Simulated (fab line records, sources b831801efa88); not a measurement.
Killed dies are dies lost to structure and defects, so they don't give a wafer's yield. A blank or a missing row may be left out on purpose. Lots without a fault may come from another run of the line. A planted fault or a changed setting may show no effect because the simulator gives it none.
fab line records | flow sky130 | part 1 of 2: steps 1 to 26 of 40
record lots=5 wafers=15 last_day=50
route steps=708 shown LI_CONTACT@382 LOCAL_INTERCONNECT@387 CONTACT@406
lots that met no fault: from a run of the same line without faults
start_h: hours from the record's first day to the start of the lot's first wafer shown | wait_h: hours since the lot's step before | " the same as in the row above | L1.1+2: a row that stands for several wafers | - no value, or no start given | * or withheld: withheld | < > ~ a bound
route shown NAME@n: a module of which the file shows steps, and the number in the route of the first | usual: mean/standard deviation of fault-free wafers | same: alike in all rows | chamber/n: place in a boat | sites: the reading at each site | _std_site: their standard deviation | _edge_site: outer sites' mean less inner sites' | radius_mm: how far each site lies from the wafer's centre | mask NAME#n: copy n | behind: the tool/chamber that last shaped the wafer | hold: why the lot was held/for how many hours/how that ended | device: the transistor (n, p or np) that didn't switch | end of line: the same wafers' tests at the end of the route | a step without rows: its recipe alone | killed: dies lost to structure and defects at the first sort, not the wafer's yield | map: a wafer's dies, x killed, . not, _ none there
set.NAME: the setting as run; set.NAME@STEP: as run at that earlier step | model.NAME: the simulator's own value behind a step, which no gauge read
lots at some steps of the route; a table a step, a row a wafer
services: from which hour (start_h, from the record's first day; less than 0 if before it) a tool's chamber was out of use, for how many hours, and why
## steps
# step SKY_LI_CONTACT_SPUTTER_20
# recipe material=TiN target_thk_nm=20 chamber_pressure_pa=5 power_w=4000 time_s=80
# usual throttle_valve_pct=30.0/1.2
# columns lot.wafer tool chamber start_h wait_h throttle_valve_pct
L076.1 pvd_sputter-03 - 719.12 0.0 30.5
L076.2 " - " " 28.4
L076.3 " - " " 28.9
L078.2 pvd_sputter-02 - 727.87 0.0 30.6
L078.3 " - " " 30.8
L078.5 " - " " 29.4
L085.1 pvd_sputter-03 - 786.95 0.0 31.7
L085.3 " - " " 30.6
L085.5 " - " " 28.4
L092.3 pvd_sputter-02 - 830.59 0.0 29.5
L092.4 " - " " 30.3
L092.5 " - " " 29.4
L094.2 pvd_sputter-03 - 842.20 0.0 31.4
L094.4 " - " " 29.1
L094.5 " - " " 29.1
# step SKY_LI_CONTACT_CVD_21
# recipe material=W target_thk_nm=400 time_s=120.56 temp_c=400 pressure_torr=40
# usual heater_power_w=919/110 susceptor_temp_C=399.98/0.24
# columns lot.wafer tool chamber start_h wait_h heater_power_w susceptor_temp_C
L076.1 cvd_w-01 0 719.18 0.0 907 399.89
L076.2 " 1 " " 793 400.48
L076.3 " 0 " " 916 400.28
L078.2 cvd_w-01 1 727.93 0.0 809 400.04
L078.3 " 1 " " 769 400.00
L078.5 " 1 " " 771 399.71
L085.1 cvd_w-02 0 787.02 0.0 1129 400.73
L085.3 " 1 " " 920 399.97
L085.5 " 1 " " 915 400.25
L092.3 cvd_w-02 1 830.69 0.1 923 400.17
L092.4 " 0 " " 1079 399.79
L092.5 " 0 " " 1105 399.88
L094.2 cvd_w-01 1 842.26 0.0 795 399.71
L094.4 " 0 " " 938 400.16
L094.5 " 1 " " 806 399.85
# step SKY_LI_CONTACT_RS_MEAS_22
# recipe thk_meas_gauge=four-point-probe reads=W_of_LI_CONTACT_CVD_21+TiN_of_LI_CONTACT_SPUTTER_20+Ti_of_LI_CONTACT_SPUTTER_19
# usual LI_CONTACT_W_RS=0.286/0.0035
# columns lot.wafer tool chamber start_h wait_h LI_CONTACT_W_RS[ohm/sq]
L076.1 film_metro-01 - 719.30 0.1 0.294
L076.2 " - " " 0.285
L076.3 " - " " 0.291
L078.2 film_metro-04 - 728.07 0.1 0.286
L078.3 " - " " 0.283
L078.5 " - " " 0.285
L085.1 film_metro-02 - 787.14 0.1 0.282
L085.3 " - " " 0.281
L085.5 " - " " 0.283
L092.3 film_metro-04 - 830.82 0.1 0.280
L092.4 " - " " 0.282
L092.5 " - " " 0.283
L094.2 film_metro-01 - 842.41 0.1 0.281
L094.4 " - " " 0.285
L094.5 " - " " 0.285
# step SKY_LI_CONTACT_THK_MEAS_23
# recipe thk_meas_gauge=xrf reads=W_of_LI_CONTACT_CVD_21
# usual LI_CONTACT_W_THK=406/6.3
# columns lot.wafer tool chamber start_h wait_h LI_CONTACT_W_THK[nm]
L076.1 film_metro-01 - 719.42 0.1 394
L076.2 " - " " 404
L076.3 " - " " 395
L078.2 film_metro-04 - 728.18 0.1 413
L078.3 " - " " 414
L078.5 " - " " 412
L085.1 film_metro-02 - 787.26 0.1 412
L085.3 " - " " 413
L085.5 " - " " 411
L092.3 film_metro-04 - 830.92 0.1 414
L092.4 " - " " 409
L092.5 " - " " 407
L094.2 film_metro-01 - 842.52 0.1 406
L094.4 " - " " 400
L094.5 " - " " 402
# step SKY_LI_CONTACT_CMP_24
# recipe stop_on=PSG t_overpolish_s=20 down_force_psi=3.5 platen_rpm=60 target_thk_nm=0 pad_velocity_m_s=0.94248
# usual motor_current_A=10.6/1.1 overpolish_run_s=19.999/0.0092 slurry_flow_ml_min=150.0/0.46 time_to_endpoint_s=95/3.3
# columns lot.wafer tool chamber start_h wait_h motor_current_A overpolish_run_s slurry_flow_ml_min time_to_endpoint_s
L076.1 cmp-01 0 719.48 0.1 11.3 19.997 150.2 94
L076.2 " 2 " " 8.3 19.980 149.3 92
L076.3 " 3 " " 10.9 19.991 150.1 94
L078.2 cmp-02 3 728.23 0.0 11.4 19.997 149.7 97
L078.3 " 2 " " 12.5 19.996 150.0 95
L078.5 " 0 " " 10.2 19.999 150.4 91
L085.1 cmp-01 0 787.45 0.2 10.9 19.985 150.2 98
L085.3 " 2 " " 8.6 19.995 150.2 96
L085.5 " 1 " " 10.4 19.997 150.1 95
L092.4 cmp-01 3 831.01 0.1 11.1 20.013 150.3 94
L092.3 " 0 " " 11.0 20.018 150.7 104
L092.5 " 3 " " 11.2 20.001 150.0 95
L094.2 cmp-01 2 842.57 0.0 9.0 20.012 149.3 95
L094.4 " 3 " " 11.0 19.992 149.7 93
L094.5 " 2 " " 8.5 20.000 149.1 97
# step SKY_LOCAL_INTERCONNECT_SPUTTER_00
# recipe material=TiN target_thk_nm=100 temp_c=300 power_w=6500 time_s=83.3 chamber_pressure_pa=0.4
# usual substrate_temp_c=300.02/0.2 susceptor_temp_C=300.01/0.18 throttle_valve_pct=29.7/0.91
# columns lot.wafer tool chamber start_h wait_h substrate_temp_c susceptor_temp_C throttle_valve_pct
L076.1 pvd_sputter-01 - 719.78 0.2 299.92 299.84 28.3
L076.2 " - " " 300.41 299.99 31.4
L076.3 " - " " 299.75 299.99 31.2
L078.2 pvd_sputter-01 - 728.53 0.2 299.65 300.14 29.0
L078.3 " - " " 299.88 299.76 31.5
L078.5 " - " " 299.63 300.00 28.5
L085.1 pvd_sputter-02 - 787.75 0.2 300.00 299.91 31.2
L085.3 " - " " 299.82 299.90 29.6
L085.5 " - " " 300.10 300.03 31.1
L092.3 pvd_sputter-04 - 831.26 0.1 300.14 300.09 30.1
L092.4 " - " " 300.06 299.84 29.6
L092.5 " - " " 300.14 300.09 30.0
L094.2 pvd_sputter-04 - 842.87 0.2 300.15 299.95 28.7
L094.4 " - " " 300.00 300.21 30.1
L094.5 " - " " 299.74 300.43 29.3
# step SKY_LOCAL_INTERCONNECT_RS_MEAS_01
# recipe thk_meas_gauge=four-point-probe reads=TiN_of_LOCAL_INTERCONNECT_SPUTTER_00
# usual LOCAL_INTERCONNECT_TIN_RS=14.18/0.2
# columns lot.wafer tool chamber start_h wait_h LOCAL_INTERCONNECT_TIN_RS[ohm/sq]
L076.1 film_metro-02 - 719.85 0.0 14.57
L076.2 " - " " 14.54
L076.3 " - " " 14.38
L078.2 film_metro-04 - 728.62 0.1 14.18
L078.3 " - " " 14.17
L078.5 " - " " 14.28
L085.1 film_metro-04 - 787.81 0.0 13.78
L085.3 " - " " 14.11
L085.5 " - " " 13.79
L092.3 film_metro-02 - 831.36 0.1 13.82
L092.4 " - " " 13.76
L092.5 " - " " 13.84
L094.2 film_metro-03 - 842.95 0.1 14.25
L094.4 " - " " 14.29
L094.5 " - " " 14.42
# step SKY_LOCAL_INTERCONNECT_THK_MEAS_02
# recipe thk_meas_gauge=xrf reads=TiN_of_LOCAL_INTERCONNECT_SPUTTER_00
# usual LOCAL_INTERCONNECT_TIN_THK=101.3/1.3
# columns lot.wafer tool chamber start_h wait_h LOCAL_INTERCONNECT_TIN_THK[nm]
L076.1 film_metro-02 - 719.97 0.1 98.3
L076.2 " - " " 98.6
L076.3 " - " " 100.0
L078.2 film_metro-04 - 728.73 0.1 101.6
L078.3 " - " " 101.9
L078.5 " - " " 100.2
L085.1 film_metro-04 - 787.93 0.1 103.5
L085.3 " - " " 102.0
L085.5 " - " " 104.2
L092.3 film_metro-02 - 831.46 0.1 103.3
L092.4 " - " " 104.1
L092.5 " - " " 102.9
L094.2 film_metro-03 - 843.06 0.1 100.4
L094.4 " - " " 99.9
L094.5 " - " " 99.3
# step SKY_LOCAL_INTERCONNECT_DEHYDRATE_03
# recipe temp_c=200 time_s=60
# columns lot.wafer tool chamber start_h wait_h
L076.1+2+3 litho_track-04 0 733.24 13.3
L078.2+3+5 litho_track-01 0 741.51 12.8
L085.1+3+5 litho_track-04 0 799.04 11.1
L092.3+4+5 litho_track-04 0 844.24 12.8
L094.2+4+5 litho_track-04 0 854.47 11.4
# step SKY_LOCAL_INTERCONNECT_HMDS_04
# recipe prime_time_s=60 prime_temp_c=120
# columns lot.wafer tool chamber start_h wait_h
L076.1+2+3 litho_track-04 0 733.39 0.1
L078.2+3+5 litho_track-01 0 741.66 0.1
L085.1+3+5 litho_track-04 0 799.19 0.1
L092.3+4+5 litho_track-04 0 844.39 0.1
L094.2+4+5 litho_track-04 0 854.62 0.1
# step SKY_LOCAL_INTERCONNECT_COAT_05
# recipe resist=BARC temp_c=withheld time_s=withheld spin_rpm=3000 resist_thk_nm=60
# columns lot.wafer tool chamber start_h wait_h
L076.1+2+3 litho_track-04 0 733.54 0.1
L078.2+3+5 litho_track-01 0 741.81 0.1
L085.1+3+5 litho_track-04 0 799.34 0.1
L092.3+4+5 litho_track-04 0 844.54 0.1
L094.2+4+5 litho_track-04 0 854.77 0.1
# step SKY_LOCAL_INTERCONNECT_COAT_06
# recipe resist=KrF-thick spin_rpm=3000 resist_thk_nm=450
# columns lot.wafer tool chamber start_h wait_h
L076.1+2+3 litho_track-04 0 - -
L078.2+3+5 litho_track-01 0 - -
L085.1+3+5 litho_track-04 0 - -
L092.3+4+5 litho_track-04 0 - -
L094.2+4+5 litho_track-04 0 - -
# step SKY_LOCAL_INTERCONNECT_SOFTBAKE_07
# recipe temp_c=100 time_s=90 resist=KrF-thick
# columns lot.wafer tool chamber start_h wait_h
L076.1+2+3 litho_track-04 0 - -
L078.2+3+5 litho_track-01 0 - -
L085.1+3+5 litho_track-04 0 - -
L092.3+4+5 litho_track-04 0 - -
L094.2+4+5 litho_track-04 0 - -
# step SKY_LOCAL_INTERCONNECT_EXPOSE_08
# recipe mask_id=LI1M na=0.8 source_shape=annular sigma_inner=0.55 sigma_outer=0.85 target_cd_nm=170 dose_mj=28
# same sigma_inner=0.55
# columns lot.wafer tool chamber start_h wait_h mask
L076.1+2+3 krf_scanner-01 0 - - LI1M#0
L078.2+3+5 krf_scanner-02 0 - - LI1M#0
L085.1+3+5 krf_scanner-01 0 - - LI1M#0
L092.3+4+5 krf_scanner-02 0 - - LI1M#0
L094.2+4+5 krf_scanner-02 0 - - LI1M#0
# step SKY_LOCAL_INTERCONNECT_PEB_09
# recipe peb_temp_c=withheld peb_time_s=withheld resist=KrF-thick
# columns lot.wafer tool chamber start_h wait_h
L076.1+2+3 litho_track-01 0 - -
L078.2+3+5 litho_track-03 0 - -
L085.1+3+5 litho_track-04 0 - -
L092.3+4+5 litho_track-03 0 - -
L094.2+4+5 litho_track-04 0 - -
# step SKY_LOCAL_INTERCONNECT_DEVELOP_10
# recipe develop_time_s=60 resist=KrF-thick dev_temp_c=21
# columns lot.wafer tool chamber start_h wait_h
L076.1+2+3 litho_track-01 0 - -
L078.2+3+5 litho_track-03 0 - -
L085.1+3+5 litho_track-04 0 - -
L092.3+4+5 litho_track-03 0 - -
L094.2+4+5 litho_track-04 0 - -
# step SKY_LOCAL_INTERCONNECT_CD_MEAS_11
# recipe target_cd_nm=170
# usual cd_nm=170.2/1.6
# columns lot.wafer tool chamber start_h wait_h cd_nm
L076.1 cd_sem-01 - 747.48 - 170.8
L076.2 " - " " 170.0
L076.3 " - " " 170.2
L078.2 cd_sem-02 - 755.52 - 171.0
L078.3 " - " " 168.7
L078.5 " - " " 169.8
L085.1 cd_sem-01 - 811.54 - 171.9
L085.3 " - " " 171.5
L085.5 " - " " 170.2
L092.3 cd_sem-02 - 857.24 - 169.8
L092.4 " - " " 170.8
L092.5 " - " " 171.2
L094.2 cd_sem-01 - 867.91 - 167.5
L094.4 " - " " 169.2
L094.5 " - " " 168.8
# step SKY_LOCAL_INTERCONNECT_OVL_MEAS_12
# usual LOCAL_INTERCONNECT_OVL=1/6.9
# columns lot.wafer tool chamber start_h wait_h LOCAL_INTERCONNECT_OVL[nm]
L076.1 overlay-02 - 747.60 0.1 2
L076.2 " - " " 2
L076.3 " - " " 3
L078.2 overlay-02 - 755.62 0.1 -3
L078.3 " - " " -10
L078.5 " - " " -6
L085.1 overlay-01 - 811.66 0.1 -13
L085.3 " - " " -7
L085.5 " - " " -5
L092.3 overlay-02 - 857.33 0.1 6
L092.4 " - " " 3
L092.5 " - " " 4
L094.2 overlay-01 - 868.02 0.1 2
L094.4 " - " " 0
L094.5 " - " " -5
# step SKY_LOCAL_INTERCONNECT_ETCH_13
# recipe chemistry=N2/H2 target=BARC ion_energy_ev=200 bias_w=100 pressure_mtorr=30 n2_flow_sccm=100 h2_flow_sccm=200 icp_w=500 stop_on=SiO2 time_s=45.9 target_depth_a=600
# usual drypump_motor_current_A=5.9/0.34 oes_product_au=0.854/0.0044 throttle_valve_pct=13.225/0.0091
# columns lot.wafer tool chamber start_h wait_h drypump_motor_current_A oes_product_au rf_hours_counter_h throttle_valve_pct
L076.1 rie_metal-03 1 747.64 0.0 6.0 0.857 1 13.237
L076.2 " 0 " " 5.6 0.865 6 13.225
L076.3 " 0 " " 5.6 0.856 - 13.232
L078.2 rie_metal-03 0 755.65 0.0 5.6 0.850 6 13.230
L078.3 " 0 " " 5.6 0.860 - 13.257
L078.5 " 0 " " 5.6 0.857 - 13.231
L085.1 rie_metal-02 0 811.70 0.0 6.0 0.844 5 13.232
L085.3 " 0 " " 6.0 0.846 - 13.231
L085.5 " 0 " " 6.0 0.852 - 13.215
L092.3 rie_metal-04 0 857.37 0.0 6.3 0.855 - 13.230
L092.4 " 1 " " 5.4 0.859 - 13.221
L092.5 " 0 " " 6.3 0.851 - 13.230
L094.2 rie_metal-03 0 868.05 0.0 5.6 0.854 10 13.232
L094.4 " 0 " " 5.6 0.854 - 13.218
L094.5 " 0 " " 5.6 0.848 - 13.220
# step SKY_LOCAL_INTERCONNECT_METAL_ETCH_14
# recipe target_depth_nm=110 stop_on=PSG chemistry=Cl2/BCl3 target=TiN resist_sidewall_deg=88 pressure_mtorr=10 icp_w=900 bias_w=48.5 Cl2_flow_sccm=60 bcl3_flow_sccm=30 time_s=31.4
# usual drypump_motor_current_A=5.9/0.34 mfc_cl2_sccm=59.98/0.19 oes_product_au=0.940/0.0082 throttle_valve_pct=21.900/0.0099
# columns lot.wafer tool chamber start_h wait_h drypump_motor_current_A mfc_cl2_sccm oes_product_au rf_hours_counter_h throttle_valve_pct
L076.1 rie_metal-03 1 747.70 0.0 6.0 59.73 0.924 1 21.910
L076.2 " 0 " " 5.6 60.16 0.926 6 21.901
L076.3 " 0 " " 5.6 60.10 0.929 - 21.897
L078.2 rie_metal-03 0 755.72 0.0 5.6 60.10 0.935 6 21.892
L078.3 " 0 " " 5.6 60.14 0.941 - 21.902
L078.5 " 0 " " 5.6 59.84 0.932 - 21.890
L085.1 rie_metal-02 0 811.83 0.1 6.0 59.92 0.958 5 21.887
L085.3 " 0 " " 6.0 59.89 0.940 - 21.886
L085.5 " 0 " " 6.0 60.00 0.954 - 21.883
L092.3 rie_metal-04 0 857.43 0.0 6.4 59.81 0.951 - 21.892
L092.4 " 1 " " 5.4 60.09 0.946 - 21.892
L092.5 " 0 " " 6.3 60.02 0.950 - 21.898
L094.2 rie_metal-03 0 868.11 0.0 5.6 60.33 0.935 10 21.892
L094.4 " 0 " " 5.6 59.84 0.942 - 21.900
L094.5 " 0 " " 5.6 60.18 0.937 - 21.916
# step SKY_LOCAL_INTERCONNECT_STRIP_15
# recipe chemistry=O2/N2 power_w=1400 pressure_mtorr=1500 platen_temp_c=withheld o2_flow_sccm=3000 n2_flow_sccm=300 overash_fraction=0.5
# usual drypump_motor_current_A=5.9/0.35 oes_product_au=0.427/0.0042 strip_time_to_endpoint_s=4.71/0.03
# columns lot.wafer tool chamber start_h wait_h drypump_motor_current_A oes_product_au rf_hours_counter_h strip_time_to_endpoint_s
L076.1 plasma_asher-01 0 747.75 0.0 5.6 0.431 96 4.70
L076.2 " 1 " " 5.3 0.421 96 4.68
L076.3 " 1 " " 5.3 0.422 - 4.71
L078.2 plasma_asher-01 1 755.77 0.0 5.3 0.424 97 4.68
L078.3 " 1 " " 5.3 0.422 - 4.70
L078.5 " 0 " " 5.7 0.433 - 4.71
L085.1 plasma_asher-01 0 811.93 0.1 5.7 0.430 102 4.75
L085.3 " 0 " " 5.7 0.431 - 4.76
L085.5 " 1 " " 5.3 0.431 - 4.75
L092.3 plasma_asher-02 0 857.50 0.1 5.8 0.430 - 4.66
L092.4 " 1 " " 6.1 0.424 - 4.72
L092.5 " 0 " " 5.8 0.425 - 4.67
L094.2 plasma_asher-03 0 868.16 0.0 6.2 0.425 77 4.64
L094.4 " 0 " " 6.2 0.426 - 4.64
L094.5 " 0 " " 6.2 0.423 - 4.66
# step SKY_LOCAL_INTERCONNECT_STRIP_16
# recipe chemistry=post_etch_residue_remover time_s=1200 temp_c=72.5
# usual bath_heat_duty_pct=14.9/2
# columns lot.wafer tool chamber start_h wait_h bath_heat_duty_pct
L076.1 wet_bench-02 2 747.85 0.1 17.1
L076.2 " 2 " " 17.5
L076.3 " 2 " " 17.3
L078.2 wet_bench-04 0 755.87 0.1 14.5
L078.3 " 0 " " 14.8
L078.5 " 0 " " 14.7
L085.1 wet_bench-03 0 812.03 0.1 16.4
L085.3 " 0 " " 16.3
L085.5 " 0 " " 16.5
L092.3 wet_bench-04 2 857.57 0.0 9.4
L092.4 " 2 " " 10.3
L092.5 " 2 " " 9.2
L094.2 wet_bench-03 3 868.26 0.1 16.4
L094.4 " 3 " " 17.0
L094.5 " 3 " " 17.4
# step SKY_LOCAL_INTERCONNECT_CLEAN_17
# recipe chemistry=IPA time_s=180 temp_c=25
# usual bath_heat_duty_pct=6.7/1.2
# columns lot.wafer tool chamber start_h wait_h bath_heat_duty_pct
L076.1 wet_bench-02 1 748.22 0.0 7.4
L076.2 " 1 " " 7.5
L076.3 " 1 " " 7.0
L078.2 wet_bench-03 3 756.21 0.0 7.6
L078.3 " 3 " " 7.4
L078.5 " 3 " " 7.2
L085.1 wet_bench-02 2 812.37 0.0 8.0
L085.3 " 2 " " 7.6
L085.5 " 2 " " 8.8
L092.3 wet_bench-03 0 857.94 0.0 7.1
L092.4 " 0 " " 7.4
L092.5 " 0 " " 5.3
L094.2 wet_bench-02 2 868.60 0.0 8.3
L094.4 " 2 " " 8.4
L094.5 " 2 " " 7.9
# step SKY_LOCAL_INTERCONNECT_CLEAN_18
# recipe chemistry=O3/DIW dry=n2_spin
# columns lot.wafer tool chamber start_h wait_h
L076.1+2+3 wet_bench-03 0 748.29 0.0
L078.2+3+5 wet_bench-02 3 756.27 0.0
L085.1+3+5 wet_bench-04 2 812.43 0.0
L092.3+4+5 wet_bench-04 0 858.00 0.0
L094.2+4+5 wet_bench-04 2 868.67 0.0
# step SKY_CONTACT_CVD_00
# recipe material=Si3N4 target_thk_nm=75 temp_c=400 time_s=withheld rf_w=450
# usual heater_power_w=700/69 susceptor_temp_C=400.01/0.22
# columns lot.wafer tool chamber start_h wait_h heater_power_w susceptor_temp_C
L076.1 pecvd-01 0 748.39 0.0 570 399.98
L076.2 " 1 " " 719 400.19
L076.3 " 2 " " 794 400.35
L078.2 pecvd-03 2 756.36 0.0 684 400.07
L078.3 " 0 " " 855 400.11
L078.5 " 1 " " 677 399.86
L085.1 pecvd-04 1 812.53 0.0 680 399.74
L085.3 " 2 " " 656 400.12
L085.5 " 2 " " 664 400.56
L092.3 pecvd-01 1 858.10 0.0 766 400.08
L092.4 " 0 " " 576 399.87
L092.5 " 1 " " 641 400.29
L094.2 pecvd-01 1 868.76 0.0 697 400.69
L094.4 " 1 " " 717 400.39
L094.5 " 0 " " 662 399.95
# step SKY_CONTACT_THK_MEAS_01
# recipe reads=Si3N4_of_CONTACT_CVD_00
# usual CONTACT_CVD_00_THK=75.2/1
# columns lot.wafer tool chamber start_h wait_h CONTACT_CVD_00_THK[nm]
L076.1 film_metro-02 - 748.42 - 75.5
L076.2 " - " " 75.4
L076.3 " - " " 75.5
L078.2 film_metro-03 - 756.40 - 74.6
L078.3 " - " " 75.3
L078.5 " - " " 75.6
L085.1 film_metro-01 - 812.57 - 74.6
L085.3 " - " " 75.1
L085.5 " - " " 75.3
L092.3 film_metro-01 - 858.16 - 74.8
L092.4 " - " " 76.4
L092.5 " - " " 75.8
L094.2 film_metro-03 - 868.80 - 74.1
L094.4 " - " " 75.5
L094.5 " - " " 75.0
